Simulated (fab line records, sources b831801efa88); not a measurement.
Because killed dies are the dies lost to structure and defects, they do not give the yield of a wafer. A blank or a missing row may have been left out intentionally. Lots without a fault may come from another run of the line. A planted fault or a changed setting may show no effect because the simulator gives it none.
Which tool did it? + flow gf180mcu + Sampling: 14 lots, 42 wafers, 3 of 602 route steps

== WHAT EACH GAUGE READ, for each wafer ==
GF_TOP_METAL_RS_MEAS_05: measurement is done with a four-point probe.
| lot  | measured     | on            | TOP_METAL_ALCU_RS (ohm/sq) |
|------|--------------|---------------|----------------------------|
| L449 | day 27 15:41 | film metro-02 | 0.03271 0.0326 0.03284     |
| L451 | day 28 05:37 | film metro-04 | 0.03277 0.03272 0.03287    |
| L452 | day 28 10:57 | film metro-04 | 0.03288 0.03244 0.03276    |
| L458 | day 30 10:43 | film metro-02 | 0.03315 0.03302 0.03312    |
| L459 | day 30 16:05 | film metro-03 | 0.03284 0.03295 0.03296    |
| L460 | day 31 01:37 | film metro-02 | 0.03304 0.0328 0.03298     |
| L461 | day 31 13:03 | film metro-02 | 0.0326 0.03269 0.03268     |
| L463 | day 32 00:07 | film metro-02 | 0.03331 0.03303 0.03323    |
| L464 | day 32 05:41 | film metro-03 | 0.03301 0.03284 0.03296    |
| L465 | day 32 07:38 | film metro-04 | 0.03264 0.0327 0.03276     |
| L466 | day 32 16:16 | film metro-02 | 0.03296 0.03284 0.0329     |
| L467 | day 32 20:16 | film metro-03 | 0.03238 0.03275 0.03235    |
| L469 | day 33 06:16 | film metro-03 | 0.0326 0.03266 0.03254     |
| L471 | day 33 14:00 | film metro-02 | 0.03282 0.03269 0.03253    |

== WHICH TOOL RAN EACH LOT (tool, then ch and the chambers of the sampled wafers, then the start) ==
| lot  | GF_TOP_METAL_SPUTTER_02      | GF_TOP_METAL_SPUTTER_03      |
|------|------------------------------|------------------------------|
| L449 | pvd sputter-02, day 27 15:36 | pvd sputter-02, day 27 15:38 |
| L451 | pvd sputter-04, day 28 05:32 | pvd sputter-04, day 28 05:34 |
| L452 | pvd sputter-01, day 28 10:50 | pvd sputter-01, day 28 10:53 |
| L458 | pvd sputter-04, day 30 10:35 | pvd sputter-04, day 30 10:38 |
| L459 | pvd sputter-02, day 30 15:59 | pvd sputter-02, day 30 16:01 |
| L460 | pvd sputter-02, day 31 01:31 | pvd sputter-02, day 31 01:34 |
| L461 | pvd sputter-01, day 31 12:56 | pvd sputter-01, day 31 12:59 |
| L463 | pvd sputter-04, day 32 00:01 | pvd sputter-04, day 32 00:04 |
| L464 | pvd sputter-01, day 32 05:36 | pvd sputter-01, day 32 05:38 |
| L465 | pvd sputter-02, day 32 07:31 | pvd sputter-02, day 32 07:34 |
| L466 | pvd sputter-01, day 32 16:10 | pvd sputter-01, day 32 16:12 |
| L467 | pvd sputter-01, day 32 20:08 | pvd sputter-01, day 32 20:11 |
| L469 | pvd sputter-04, day 33 06:09 | pvd sputter-04, day 33 06:11 |
| L471 | pvd sputter-02, day 33 13:55 | pvd sputter-02, day 33 13:57 |
- GF_TOP_METAL_SPUTTER_02: material AlCu, target thk 900 nm, time 47.82 s.
- GF_TOP_METAL_SPUTTER_03: material Ti, target thk 5 nm, time 3.449 s.

== WHAT THE TOOLS THEMSELVES READ (means of the sampled wafers that have a number; where no wafer has one, the mark that the record gives instead) ==
GF_TOP_METAL_SPUTTER_02.
| lot  | tool           | throttle valve pct (%) |
|------|----------------|------------------------|
| L449 | pvd sputter-02 | 30.0                   |
| L451 | pvd sputter-04 | 30.2                   |
| L452 | pvd sputter-01 | 31.0                   |
| L458 | pvd sputter-04 | 29.4                   |
| L459 | pvd sputter-02 | 30.8                   |
| L460 | pvd sputter-02 | 30.1                   |
| L461 | pvd sputter-01 | 31.3                   |
| L463 | pvd sputter-04 | 29.3                   |
| L464 | pvd sputter-01 | 31.1                   |
| L465 | pvd sputter-02 | 30.1                   |
| L466 | pvd sputter-01 | 31.4                   |
| L467 | pvd sputter-01 | 30.9                   |
| L469 | pvd sputter-04 | 29.5                   |
| L471 | pvd sputter-02 | 30.9                   |

GF_TOP_METAL_SPUTTER_03.
| lot  | tool           | throttle valve pct (%) |
|------|----------------|------------------------|
| L449 | pvd sputter-02 | 29.9                   |
| L451 | pvd sputter-04 | 30.3                   |
| L452 | pvd sputter-01 | 30.9                   |
| L458 | pvd sputter-04 | 29.4                   |
| L459 | pvd sputter-02 | 30.7                   |
| L460 | pvd sputter-02 | 30.3                   |
| L461 | pvd sputter-01 | 31.2                   |
| L463 | pvd sputter-04 | 29.4                   |
| L464 | pvd sputter-01 | 30.9                   |
| L465 | pvd sputter-02 | 30.0                   |
| L466 | pvd sputter-01 | 31.2                   |
| L467 | pvd sputter-01 | 30.8                   |
| L469 | pvd sputter-04 | 29.6                   |
| L471 | pvd sputter-02 | 30.8                   |

== THE ANSWER, worked out from the rows above alone ==
Rule: the usual values come from the lots themselves. The widest of any qualifying gaps counts: lots, ordered by their means at a reading, are off when they make up no more than a third of the lots, leave a main group of 4 or more, and stand apart from it by 3 or more times the standard deviation of that group's means. Not used: any main group whose means are identical at the precision the tables above print for the reading. Also off: a lot with no number at a reading for which 4 or more lots have one. All remaining lots with rows at the step are treated as sound. First the gauges in route order, then the tools' own readings, where a lot's mean is used as printed above. The first step at which some lot is off is used, and at that step the reading that is off furthest; a lot without a number counts as furthest.
None of the lots is off at any reading shown; this tells nothing.

== WHAT HAD BEEN PUT IN BY THE SIMULATOR ==
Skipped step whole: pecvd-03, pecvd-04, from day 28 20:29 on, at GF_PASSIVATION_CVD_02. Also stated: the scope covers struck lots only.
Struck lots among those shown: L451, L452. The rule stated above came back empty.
